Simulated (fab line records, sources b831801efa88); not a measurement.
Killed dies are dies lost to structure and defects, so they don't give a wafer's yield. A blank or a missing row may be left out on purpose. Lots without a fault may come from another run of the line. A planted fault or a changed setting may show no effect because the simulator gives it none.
A struck lot beside a sound one | flow gf180mcu | 23 steps out of a route of 602
Sound: wafers L668.2, L668.3, L668.6. Struck: wafers L676.2, L676.5, L676.6. The cause comes at the end.
At each step with rows: each side's tool, then ch and its chambers, then its first start. Under that, the readings that differ: sound wafers | struck wafers | difference of the means | sigmas: that difference in standard deviations of wafers without a fault.
alike: readings whose means differ by less than 2 such deviations, and words and numbers that are the same on both sides. not compared: withheld readings, readings that some wafer has no value for, bounds like >300 that may hide the same value, and numbers for which the record gives no deviation and whose values overlap.
The two part at a step that has a row with sigmas, a row that says differs or no value, or rows on one side only. Numbers that don't overlap but have no deviation are shown without sigmas and don't part them. A reading that every wafer of one side lacks parts them only if that side has two wafers or more.

first, 5 steps without rows for these wafers: GF_LVPWELL_COAT_02 (resist thk 3000 nm); GF_LVPWELL_SOFTBAKE_03; GF_LVPWELL_EXPOSE_04 (exposes mask LVPWELL, target cd 600 nm); GF_LVPWELL_PEB_05; GF_LVPWELL_DEVELOP_06 (develop time 60 s).
GF_LVPWELL_OVL_MEAS_07:
  sound on overlay-01, day 5 00:36; struck on overlay-02, day 6 22:09
  alike: LVPWELL_OVL
then, 2 steps without rows for these wafers: GF_LVPWELL_IMPLANT_08; GF_LVPWELL_IMPLANT_09.
GF_LVPWELL_STRIP_10: strips in O2/N2.
  sound on plasma_asher-02 ch 0,1, day 5 00:56; struck on plasma_asher-04 ch 0,1, day 6 22:29
  reading            | sound       | struck      | difference | sigmas
  heater_power_w (W) | 381 384 360 | 325 327 331 | -47        | -2
  alike: drypump_motor_current_A, n2_flow_sccm, o2_flow_sccm, oes_product_au, strip_time_to_endpoint_s
  not compared: rf_hours_counter_h
GF_LVPWELL_TW_MEAS_11:
  sound on film_metro-04, day 5 01:02; struck on film_metro-04, day 6 22:35
  alike: LVPWELL_TW
then, 2 steps without rows for these wafers: GF_MVSD_DEHYDRATE_00 (time 60 s); GF_MVSD_HMDS_01 (prime time 60 s).
GF_MVSD_COAT_02: resist thk 3028 nm.
  sound on litho_track-03 ch 0, day 5 07:40; struck on litho_track-03 ch 0, day 7 05:52
  reading                                | sound                | struck               | difference | sigmas
  spin_speed_rpm (rpm)                   | 1999.9 1998.8 2001.2 | 2160.4 2162.4 2161.4 | +161.4     | +99 or more
  model.coat_of_MVSD_COAT_02.thk_nm (nm) | 3036 3033 3022       | 2903 2908 2916       | -121       |
  alike: exhaust_pa
then, 3 steps without rows for these wafers: GF_MVSD_SOFTBAKE_03; GF_MVSD_EXPOSE_04 (exposes mask MVSD, target cd 1000 nm); GF_MVSD_PEB_05.
GF_MVSD_DEVELOP_06: develop time 60 s.
  sound on litho_track-02 ch 0; struck on litho_track-02 ch 0
  reading                                | sound          | struck         | difference | sigmas
  model.coat_of_MVSD_COAT_02.thk_nm (nm) | 3035 3032 3021 | 2902 2907 2915 | -121       |
  alike: exhaust_pa
GF_MVSD_OVL_MEAS_07:
  sound on overlay-02, day 5 14:55; struck on overlay-01, day 7 13:40
  alike: MVSD_OVL
then, 2 steps without rows for these wafers: GF_MVSD_IMPLANT_08; GF_MVSD_IMPLANT_09.
GF_MVSD_STRIP_10: strips in O2/N2.
  sound on plasma_asher-01 ch 0,1, day 5 15:14; struck on plasma_asher-02 ch 0,1, day 7 13:59
  reading                      | sound             | struck            | difference | sigmas
  strip_time_to_endpoint_s (s) | 37.38 37.34 37.21 | 35.85 35.89 35.98 | -1.40      | -13
  alike: drypump_motor_current_A, heater_power_w, n2_flow_sccm, o2_flow_sccm, oes_product_au
  not compared: rf_hours_counter_h
GF_MVSD_TW_MEAS_11:
  sound on film_metro-02, day 5 15:21; struck on film_metro-02, day 7 14:06
  alike: MVSD_TW
-- the record jumps here: 25 days lie between the struck wafers' starts before and after (it left off in module MVSD and takes up again in module PASSIVATION, whose first step shown is number 602 of the route) --
GF_PASSIVATION_PROBE_99:
  the record has rows for the struck wafers here (prober-01, day 32 20:17) and none for the sound ones

WHERE THEY PART
First at GF_LVPWELL_STRIP_10; last, within this record, at GF_PASSIVATION_PROBE_99.

WHY: what the simulator had put in
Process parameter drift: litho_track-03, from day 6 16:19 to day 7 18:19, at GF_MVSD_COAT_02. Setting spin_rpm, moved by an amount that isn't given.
